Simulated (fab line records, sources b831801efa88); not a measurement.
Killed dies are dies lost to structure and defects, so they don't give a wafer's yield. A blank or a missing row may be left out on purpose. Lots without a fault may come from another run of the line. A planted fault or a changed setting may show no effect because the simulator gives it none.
fab line records | flow gf180mcu | part 1 of 2: steps 1 to 28 of 40
record lots=5 wafers=15 last_day=34
route steps=602 shown VT_IMPLANT@124 MVSD@136 NWELL@137 LVPWELL@138 MVPSD@139 DUAL_GATE@141 POLY_GATE@157
lots that met no fault: from a run of the same line without faults
start_h: hours from the record's first day to the start of the lot's first wafer shown | wait_h: hours since the lot's step before | " the same as in the row above | L1.1+2: a row that stands for several wafers | - no value, or no start given | * or withheld: withheld | < > ~ a bound
route shown NAME@n: a module of which the file shows steps, and the number in the route of the first | usual: mean/standard deviation of fault-free wafers | same: alike in all rows | chamber/n: place in a boat | sites: the reading at each site | _std_site: their standard deviation | _edge_site: outer sites' mean less inner sites' | radius_mm: how far each site lies from the wafer's centre | mask NAME#n: copy n | behind: the tool/chamber that last shaped the wafer | hold: why the lot was held/for how many hours/how that ended | device: the transistor (n, p or np) that didn't switch | end of line: the same wafers' tests at the end of the route | a step without rows: its recipe alone | killed: dies lost to structure and defects at the first sort, not the wafer's yield | map: a wafer's dies, x killed, . not, _ none there
set.NAME: the setting as run; set.NAME@STEP: as run at that earlier step | model.NAME: the simulator's own value behind a step, which no gauge read
lots at some steps of the route; a table a step, a row a wafer
services: from which hour (start_h, from the record's first day; less than 0 if before it) a tool's chamber was out of use, for how many hours, and why
## steps
# step GF_VT_IMPLANT_HMDS_34
# recipe prime_time_s=60 prime_temp_c=120
# usual exhaust_pa=44.9/0.79
# columns lot.wafer tool chamber start_h wait_h exhaust_pa
L074.2 litho_track-02 0 149.28 0.1 44.9
L074.4 " 0 " " 44.8
L074.6 " 0 " " 44.4
L075.1 litho_track-04 0 156.75 0.1 44.8
L075.4 " 0 " " 44.4
L075.5 " 0 " " 45.1
L077.1 litho_track-03 0 165.90 0.1 45.0
L077.4 " 0 " " 45.1
L077.6 " 0 " " 44.6
L091.1 litho_track-04 0 266.10 0.1 43.9
L091.5 " 0 " " 44.0
L091.6 " 0 " " 44.4
L097.1 litho_track-03 0 305.10 0.1 44.5
L097.4 " 0 " " 44.1
L097.6 " 0 " " 45.3
# step GF_VT_IMPLANT_COAT_35
# recipe resist=NOVOLAK spin_rpm=3000 resist_thk_nm=1000
# usual exhaust_pa=45.2/0.87
# columns lot.wafer tool chamber start_h wait_h exhaust_pa
L074.2 litho_track-02 0 149.43 0.1 45.0
L074.4 " 0 " " 45.4
L074.6 " 0 " " 45.0
L075.1 litho_track-04 0 156.90 0.1 44.4
L075.4 " 0 " " 44.4
L075.5 " 0 " " 45.1
L077.1 litho_track-03 0 166.05 0.1 45.3
L077.4 " 0 " " 46.1
L077.6 " 0 " " 43.8
L091.1 litho_track-04 0 266.25 0.1 43.6
L091.5 " 0 " " 44.7
L091.6 " 0 " " 45.0
L097.1 litho_track-03 0 305.25 0.1 44.8
L097.4 " 0 " " 43.9
L097.6 " 0 " " 44.2
# step GF_VT_IMPLANT_SOFTBAKE_36
# recipe temp_c=90 time_s=60 resist=NOVOLAK
# usual exhaust_pa=44.9/1
# columns lot.wafer tool chamber start_h wait_h exhaust_pa
L074.2 litho_track-02 0 149.58 0.1 45.3
L074.4 " 0 " " 45.8
L074.6 " 0 " " 44.3
L075.1 litho_track-04 0 157.05 0.1 46.2
L075.4 " 0 " " 44.8
L075.5 " 0 " " 45.7
L077.1 litho_track-03 0 166.20 0.1 44.3
L077.4 " 0 " " 44.1
L077.6 " 0 " " 44.3
L091.1 litho_track-04 0 266.40 0.1 43.9
L091.5 " 0 " " 44.4
L091.6 " 0 " " 43.3
L097.1 litho_track-03 0 305.40 0.1 46.0
L097.4 " 0 " " 45.8
L097.6 " 0 " " 45.0
# step GF_VT_IMPLANT_EXPOSE_37
# recipe mask_id=Nwell_HV_AREA target_cd_nm=860 na=0.6 source_shape=conventional sigma_outer=0.6 dose_mj=140
# same na=0.6
# columns lot.wafer tool chamber start_h wait_h mask
L074.2+4+6 iline_stepper-02 0 - - Nwell_HV_AREA#0
L075.1+4+5 iline_stepper-01 0 - - Nwell_HV_AREA#0
L077.1+4+6 iline_stepper-01 0 - - Nwell_HV_AREA#0
L091.1+5+6 iline_stepper-02 0 - - Nwell_HV_AREA#0
L097.1+4+6 iline_stepper-02 0 - - Nwell_HV_AREA#0
# step GF_VT_IMPLANT_PEB_38
# recipe temp_c=withheld time_s=* resist=NOVOLAK
# usual exhaust_pa=44.9/0.91
# columns lot.wafer tool chamber start_h wait_h exhaust_pa
L074.2 litho_track-04 0 - - 45.2
L074.4 " 0 " " 44.1
L074.6 " 0 " " 44.0
L075.1 litho_track-03 0 - - 44.2
L075.4 " 0 " " 44.3
L075.5 " 0 " " 45.2
L077.1 litho_track-02 0 - - 44.7
L077.4 " 0 " " 44.2
L077.6 " 0 " " 45.9
L091.1 litho_track-02 0 - - 44.4
L091.5 " 0 " " 45.0
L091.6 " 0 " " 44.2
L097.1 litho_track-02 0 - - 45.9
L097.4 " 0 " " 44.9
L097.6 " 0 " " 44.4
# step GF_VT_IMPLANT_DEVELOP_39
# recipe develop_time_s=60 dev_temp_c=23
# usual developer_temp_C=23.01/0.094 exhaust_pa=45.0/0.91
# columns lot.wafer tool chamber start_h wait_h developer_temp_C exhaust_pa
L074.2 litho_track-04 0 157.68 0.1 23.03 42.1
L074.4 " 0 " " 23.10 42.4
L074.6 " 0 " " 23.05 44.6
L075.1 litho_track-03 0 165.00 0.1 22.89 46.2
L075.4 " 0 " " 23.00 45.9
L075.5 " 0 " " 22.91 45.3
L077.1 litho_track-02 0 173.81 0.1 23.20 45.5
L077.4 " 0 " " 23.03 45.3
L077.6 " 0 " " 22.97 45.6
L091.1 litho_track-02 0 276.01 0.1 23.04 44.3
L091.5 " 0 " " 22.94 44.5
L091.6 " 0 " " 22.84 44.3
L097.1 litho_track-02 0 315.46 0.1 22.87 43.7
L097.4 " 0 " " 22.98 45.0
L097.6 " 0 " " 22.87 45.3
# step GF_VT_IMPLANT_OVL_MEAS_40
# usual VT_IMPLANT_03_OVL=0.0/1.1
# columns lot.wafer tool chamber start_h wait_h VT_IMPLANT_03_OVL[nm]
L074.2 overlay-02 - 157.81 0.1 1.1
L074.4 " - " " 0.1
L074.6 " - " " 0.1
L075.1 overlay-01 - 165.15 0.1 0.1
L075.4 " - " " -0.3
L075.5 " - " " 0.5
L077.1 overlay-01 - 173.96 0.1 -2.4
L077.4 " - " " -0.9
L077.6 " - " " -1.9
L091.1 overlay-02 - 276.16 0.1 -1.2
L091.5 " - " " -1.7
L091.6 " - " " -0.7
L097.1 overlay-02 - 315.61 0.1 0.1
L097.4 " - " " 0.6
L097.6 " - " " 0.5
# step GF_VT_IMPLANT_IMPLANT_41
# recipe species=As energy_kev=70 dose_cm2=1.013e+12 tilt_deg=7
# columns lot.wafer tool chamber start_h wait_h
L074.2+4+6 implanter-03 0 157.86 0.0
L075.1+4+5 implanter-01 0 165.19 0.0
L077.1+4+6 implanter-02 0 173.99 0.0
L091.1+5+6 implanter-02 0 276.19 0.0
L097.1+4+6 implanter-01 0 315.64 0.0
# step GF_VT_IMPLANT_STRIP_42
# recipe chemistry=O2/N2 power_w=1400 pressure_mtorr=1500 platen_temp_c=250 o2_flow_sccm=3000 n2_flow_sccm=300 overash_fraction=0.5
# usual drypump_motor_current_A=5.6/0.42 heater_power_w=336/42 o2_flow_sccm=2999/8.4 oes_product_au=0.716/0.0045 strip_time_to_endpoint_s=12.62/0.033
# columns lot.wafer tool chamber start_h wait_h drypump_motor_current_A heater_power_w o2_flow_sccm oes_product_au rf_hours_counter_h strip_time_to_endpoint_s
L074.2 plasma_asher-04 0 157.99 0.1 6.1 356 3016 0.718 34 12.63
L074.4 " 1 " " 5.5 326 2988 0.719 - 12.67
L074.6 " 0 " " 6.1 374 3019 0.711 - 12.65
L075.1 plasma_asher-01 1 165.34 0.1 5.4 310 3010 0.720 48 12.60
L075.4 " 0 " " 5.0 292 2993 0.723 - 12.62
L075.5 " 1 " " 5.4 311 2995 0.713 - 12.65
L077.1 plasma_asher-01 1 174.14 0.1 5.4 319 2991 0.707 49 12.65
L077.4 " 1 " " 5.4 307 2984 0.716 - 12.64
L077.6 " 1 " " 5.4 316 2996 0.707 - 12.65
L091.1 plasma_asher-01 0 276.34 0.1 5.0 303 2995 0.723 60 12.61
L091.5 " 1 " " 5.4 313 2994 0.717 - 12.64
L091.6 " 0 " " 4.9 298 3013 0.720 - 12.61
L097.1 plasma_asher-01 0 315.79 0.1 5.0 304 3002 0.723 64 12.62
L097.4 " 1 " " 5.4 309 3000 0.713 - 12.65
L097.6 " 0 " " 5.0 300 2997 0.714 - 12.70
# step GF_VT_IMPLANT_TW_MEAS_43
# usual VT_IMPLANT_4_TW=688/5.3
# columns lot.wafer tool chamber start_h wait_h VT_IMPLANT_4_TW
L074.2 film_metro-02 - 158.10 0.1 681
L074.4 " - " " 683
L074.6 " - " " 683
L075.1 film_metro-02 - 165.44 0.1 688
L075.4 " - " " 685
L075.5 " - " " 685
L077.1 film_metro-02 - 174.24 0.1 678
L077.4 " - " " 680
L077.6 " - " " 681
L091.1 film_metro-04 - 276.44 0.1 698
L091.5 " - " " 697
L091.6 " - " " 692
L097.1 film_metro-04 - 315.89 0.1 689
L097.4 " - " " 690
L097.6 " - " " 693
# step GF_VT_IMPLANT_CLEAN_44
# recipe chemistry=SC1/SC2 mix=1:4:20 temp_c=70 time_s=150 dry=n2_spin
# columns lot.wafer tool chamber start_h wait_h
L074.2+4+6 wet_bench-03 2 158.15 0.0
L075.1+4+5 wet_bench-02 0 165.50 0.1
L077.1+4+6 wet_bench-02 1 174.30 0.1
L091.1+5+6 wet_bench-02 0 276.50 0.1
L097.1+4+6 wet_bench-03 3 315.95 0.1
# step GF_VT_IMPLANT_RTA_45
# recipe temp_c=1050 time_s=30 ambient=N2
# usual lamp_power_pct=37.0/1.3 wafer_temp_C_max=1055.4/2.2
# columns lot.wafer tool chamber start_h wait_h lamp_power_pct wafer_temp_C_max
L074.2 rtp_anneal-02 0 158.23 0.0 38.8 1058.2
L074.4 " 0 " " 38.8 1057.9
L074.6 " 0 " " 38.8 1058.4
L075.1 rtp_anneal-02 0 165.55 0.0 38.8 1058.0
L075.4 " 0 " " 38.8 1055.6
L075.5 " 0 " " 38.7 1058.3
L077.1 rtp_anneal-01 0 174.35 0.0 36.0 1053.2
L077.4 " 0 " " 36.0 1053.5
L077.6 " 0 " " 36.0 1053.6
L091.1 rtp_anneal-02 0 276.56 0.0 38.7 1057.3
L091.5 " 0 " " 38.8 1057.0
L091.6 " 0 " " 38.8 1060.3
L097.1 rtp_anneal-01 0 316.00 0.0 35.9 1052.3
L097.4 " 0 " " 36.0 1053.9
L097.6 " 0 " " 36.0 1053.8
# step GF_VT_IMPLANT_RS_MEAS_46
# recipe thk_meas_gauge=four-point-probe
# usual MVSD_RS=456.4/1
# columns lot.wafer tool chamber start_h wait_h MVSD_RS[ohm/sq]
L074.2 film_metro-02 - 158.42 0.2 455.4
L074.4 " - " " 456.3
L074.6 " - " " 456.5
L075.1 film_metro-01 - 165.75 0.2 456.5
L075.4 " - " " 456.9
L075.5 " - " " 455.9
L077.1 film_metro-04 - 174.45 0.1 455.7
L077.4 " - " " 456.1
L077.6 " - " " 454.8
L091.1 film_metro-04 - 276.66 0.1 458.7
L091.5 " - " " 457.2
L091.6 " - " " 457.9
L097.1 film_metro-04 - 316.10 0.1 456.9
L097.4 " - " " 456.5
L097.6 " - " " 456.4
# step GF_VT_IMPLANT_RS_MEAS_47
# recipe thk_meas_gauge=four-point-probe
# usual NWELL_RS=487.8/1.4
# columns lot.wafer tool chamber start_h wait_h NWELL_RS[ohm/sq]
L074.2 film_metro-02 - 158.54 0.1 486.6
L074.4 " - " " 486.9
L074.6 " - " " 486.9
L075.1 film_metro-01 - 165.87 0.1 486.7
L075.4 " - " " 487.5
L075.5 " - " " 485.9
L077.1 film_metro-04 - 174.57 0.1 485.9
L077.4 " - " " 485.5
L077.6 " - " " 486.5
L091.1 film_metro-04 - 276.78 0.1 486.9
L091.5 " - " " 487.7
L091.6 " - " " 487.7
L097.1 film_metro-04 - 316.22 0.1 486.2
L097.4 " - " " 485.7
L097.6 " - " " 486.1
# step GF_VT_IMPLANT_RS_MEAS_48
# recipe thk_meas_gauge=four-point-probe
# usual LVPWELL_RS=1196.5/2.7
# columns lot.wafer tool chamber start_h wait_h LVPWELL_RS[ohm/sq]
L074.2 film_metro-02 - 158.66 0.1 1193.0
L074.4 " - " " 1195.9
L074.6 " - " " 1201.4
L075.1 film_metro-01 - 165.99 0.1 1200.4
L075.4 " - " " 1197.2
L075.5 " - " " 1196.6
L077.1 film_metro-04 - 174.69 0.1 1193.6
L077.4 " - " " 1194.8
L077.6 " - " " 1192.7
L091.1 film_metro-04 - 276.90 0.1 1194.7
L091.5 " - " " 1197.8
L091.6 " - " " 1196.3
L097.1 film_metro-04 - 316.34 0.1 1195.4
L097.4 " - " " 1195.6
L097.6 " - " " 1194.0
# step GF_VT_IMPLANT_RS_MEAS_49
# recipe thk_meas_gauge=four-point-probe
# usual MVPSD_RS=1176/3.2
# columns lot.wafer tool chamber start_h wait_h MVPSD_RS[ohm/sq]
L074.2 film_metro-02 - 158.78 0.1 1172
L074.4 " - " " 1176
L074.6 " - " " 1178
L075.1 film_metro-01 - 166.11 0.1 1183
L075.4 " - " " 1183
L075.5 " - " " 1179
L077.1 film_metro-04 - 174.81 0.1 1173
L077.4 " - " " 1170
L077.6 " - " " 1170
L091.1 film_metro-04 - 277.02 0.1 1171
L091.5 " - " " 1169
L091.6 " - " " 1174
L097.1 film_metro-04 - 316.46 0.1 1175
L097.4 " - " " 1176
L097.6 " - " " 1176
# step GF_VT_IMPLANT_WET_ETCH_50
# recipe chemistry=dHF target_depth_nm=20 target=SiO2 temp_c=25 dilution=100:1 time_s=400
# columns lot.wafer tool chamber start_h wait_h
L074.2+4+6 wet_bench-03 2 158.88 0.1
L075.1+4+5 wet_bench-02 0 166.23 0.1
L077.1+4+6 wet_bench-03 0 174.93 0.1
L091.1+5+6 wet_bench-03 2 277.14 0.1
L097.1+4+6 wet_bench-02 1 316.58 0.1
# step GF_DUAL_GATE_CLEAN_00
# recipe chemistry=SC1/SC2 mix=1:4:20 temp_c=70 time_s=150
# columns lot.wafer tool chamber start_h wait_h
L074.2+4+6 wet_bench-03 3 159.01 0.0
L075.1+4+5 wet_bench-03 0 166.34 0.0
L077.1+4+6 wet_bench-02 3 175.05 0.0
L091.1+5+6 wet_bench-03 2 277.27 0.0
L097.1+4+6 wet_bench-04 0 316.70 0.0
# step GF_DUAL_GATE_CLEAN_01
# recipe chemistry=dHF time_s=20 dilution=100:1 dry=ipa_marangoni
# columns lot.wafer tool chamber start_h wait_h
L074.2+4+6 wet_bench-04 0 159.07 0.0
L075.1+4+5 wet_bench-02 3 166.39 0.0
L077.1+4+6 wet_bench-04 0 175.10 0.0
L091.1+5+6 wet_bench-03 2 277.33 0.0
L097.1+4+6 wet_bench-03 0 316.75 0.0
# step GF_DUAL_GATE_OXIDATION_02
# recipe temp_c=900 ambient=O2 stabilise_s=600 purge_s=300 target_thk_a=108.87 ox_time_s=1537
# columns lot.wafer tool chamber start_h wait_h
L074.2+4+6 furnace-01 0 159.08 0.0
L075.1+4+5 furnace-02 0 169.47 3.1
L077.1+4+6 furnace-02 0 176.33 1.2
L091.1+5+6 furnace-01 0 277.34 0.0
L097.1+4+6 furnace-02 0 317.13 0.4
# step GF_DUAL_GATE_THK_MEAS_03
# recipe reads=SiO2_of_DUAL_GATE_OXIDATION_02
# usual DUAL_GATE_OXIDATION_00_THK=10.61/0.21
# columns lot.wafer tool chamber start_h wait_h DUAL_GATE_OXIDATION_00_THK[nm]
L074.2 film_metro-02 - 160.54 0.0 10.81
L074.4 " - " " 10.71
L074.6 " - " " 10.82
L075.1 film_metro-01 - 170.92 0.0 10.38
L075.4 " - " " 10.71
L075.5 " - " " 10.64
L077.1 film_metro-03 - 177.78 0.0 10.37
L077.4 " - " " 10.39
L077.6 " - " " 10.37
L091.1 film_metro-02 - 278.79 0.0 10.36
L091.5 " - " " 10.49
L091.6 " - " " 10.37
L097.1 film_metro-01 - 318.57 0.0 10.60
L097.4 " - " " 10.85
L097.6 " - " " 10.66
# step GF_DUAL_GATE_DEHYDRATE_04
# recipe temp_c=200 time_s=60
# usual exhaust_pa=45.0/0.88
# columns lot.wafer tool chamber start_h wait_h exhaust_pa
L074.2 litho_track-03 0 167.72 7.2 45.7
L074.4 " 0 " " 44.7
L074.6 " 0 " " 45.1
L075.1 litho_track-02 0 178.31 7.4 43.9
L075.4 " 0 " " 43.9
L075.5 " 0 " " 43.8
L077.1 litho_track-02 0 185.06 7.3 44.2
L077.4 " 0 " " 44.9
L077.6 " 0 " " 45.4
L091.1 litho_track-02 0 287.86 9.1 44.3
L091.5 " 0 " " 43.3
L091.6 " 0 " " 44.1
L097.1 litho_track-02 0 328.36 9.8 46.1
L097.4 " 0 " " 46.3
L097.6 " 0 " " 44.7
# step GF_DUAL_GATE_HMDS_05
# recipe prime_time_s=60 prime_temp_c=120
# usual exhaust_pa=45.0/0.86
# columns lot.wafer tool chamber start_h wait_h exhaust_pa
L074.2 litho_track-03 0 167.87 0.1 44.3
L074.4 " 0 " " 43.8
L074.6 " 0 " " 45.2
L075.1 litho_track-02 0 178.46 0.1 45.4
L075.4 " 0 " " 46.1
L075.5 " 0 " " 46.1
L077.1 litho_track-02 0 185.21 0.1 45.9
L077.4 " 0 " " 44.0
L077.6 " 0 " " 44.3
L091.1 litho_track-02 0 288.01 0.1 45.8
L091.5 " 0 " " 45.3
L091.6 " 0 " " 45.2
L097.1 litho_track-02 0 328.51 0.1 44.8
L097.4 " 0 " " 46.2
L097.6 " 0 " " 44.6
# step GF_DUAL_GATE_COAT_06
# recipe resist=NOVOLAK spin_rpm=3000 resist_thk_nm=1000
# usual exhaust_pa=44.9/0.91
# columns lot.wafer tool chamber start_h wait_h exhaust_pa
L074.2 litho_track-03 0 168.02 0.1 44.0
L074.4 " 0 " " 44.4
L074.6 " 0 " " 43.8
L075.1 litho_track-02 0 178.61 0.1 46.2
L075.4 " 0 " " 46.0
L075.5 " 0 " " 45.8
L077.1 litho_track-02 0 185.36 0.1 43.8
L077.4 " 0 " " 44.7
L077.6 " 0 " " 44.3
L091.1 litho_track-02 0 288.16 0.1 42.8
L091.5 " 0 " " 44.0
L091.6 " 0 " " 45.2
L097.1 litho_track-02 0 328.66 0.1 43.9
L097.4 " 0 " " 43.5
L097.6 " 0 " " 44.4
# step GF_DUAL_GATE_SOFTBAKE_07
# recipe temp_c=90 time_s=60 resist=NOVOLAK
# usual exhaust_pa=45.0/0.89
# columns lot.wafer tool chamber start_h wait_h exhaust_pa
L074.2 litho_track-03 0 168.17 0.1 42.9
L074.4 " 0 " " 42.9
L074.6 " 0 " " 43.9
L075.1 litho_track-02 0 178.76 0.1 45.2
L075.4 " 0 " " 46.0
L075.5 " 0 " " 45.4
L077.1 litho_track-02 0 185.51 0.1 44.4
L077.4 " 0 " " 44.7
L077.6 " 0 " " 45.2
L091.1 litho_track-02 0 288.31 0.1 46.0
L091.5 " 0 " " 45.8
L091.6 " 0 " " 45.4
L097.1 litho_track-02 0 328.81 0.1 44.8
L097.4 " 0 " " 45.6
L097.6 " 0 " " 45.2
# step GF_DUAL_GATE_EXPOSE_08
# recipe mask_id=Dualgate target_cd_nm=700 na=0.6 source_shape=conventional sigma_outer=0.6 dose_mj=140
# same na=0.6
# columns lot.wafer tool chamber start_h wait_h mask
L074.2+4+6 iline_stepper-02 0 - - Dualgate#0
L075.1+4+5 iline_stepper-01 0 - - Dualgate#0
L077.1+4+6 iline_stepper-01 0 - - Dualgate#0
L091.1+5+6 iline_stepper-02 0 - - Dualgate#0
L097.1+4+6 iline_stepper-01 0 - - Dualgate#0
# step GF_DUAL_GATE_PEB_09
# recipe temp_c=withheld time_s=* resist=NOVOLAK
# usual exhaust_pa=44.9/0.92
# columns lot.wafer tool chamber start_h wait_h exhaust_pa
L074.2 litho_track-03 0 - - 46.2
L074.4 " 0 " " 45.3
L074.6 " 0 " " 45.7
L075.1 litho_track-03 0 - - 44.9
L075.4 " 0 " " 45.4
L075.5 " 0 " " 46.9
L077.1 litho_track-03 0 - - 44.1
L077.4 " 0 " " 44.8
L077.6 " 0 " " 43.5
L091.1 litho_track-01 0 - - 43.7
L091.5 " 0 " " 42.9
L091.6 " 0 " " 44.5
L097.1 litho_track-02 0 - - 44.9
L097.4 " 0 " " 45.8
L097.6 " 0 " " 46.2
# step GF_DUAL_GATE_DEVELOP_10
# recipe develop_time_s=60 dev_temp_c=23
# usual developer_temp_C=23.00/0.11 exhaust_pa=45.1/0.84
# columns lot.wafer tool chamber start_h wait_h developer_temp_C exhaust_pa
L074.2 litho_track-03 0 176.12 0.1 22.90 43.9
L074.4 " 0 " " 22.97 45.0
L074.6 " 0 " " 22.85 43.4
L075.1 litho_track-03 0 186.60 0.1 22.78 45.1
L075.4 " 0 " " 22.99 45.7
L075.5 " 0 " " 23.04 45.9
L077.1 litho_track-03 0 193.80 0.1 23.18 44.4
L077.4 " 0 " " 22.95 44.9
L077.6 " 0 " " 23.13 44.8
L091.1 litho_track-01 0 297.76 0.1 23.15 44.3
L091.5 " 0 " " 23.12 45.4
L091.6 " 0 " " 23.16 43.1
L097.1 litho_track-02 0 340.01 0.1 23.05 45.1
L097.4 " 0 " " 22.92 44.8
L097.6 " 0 " " 22.98 45.0
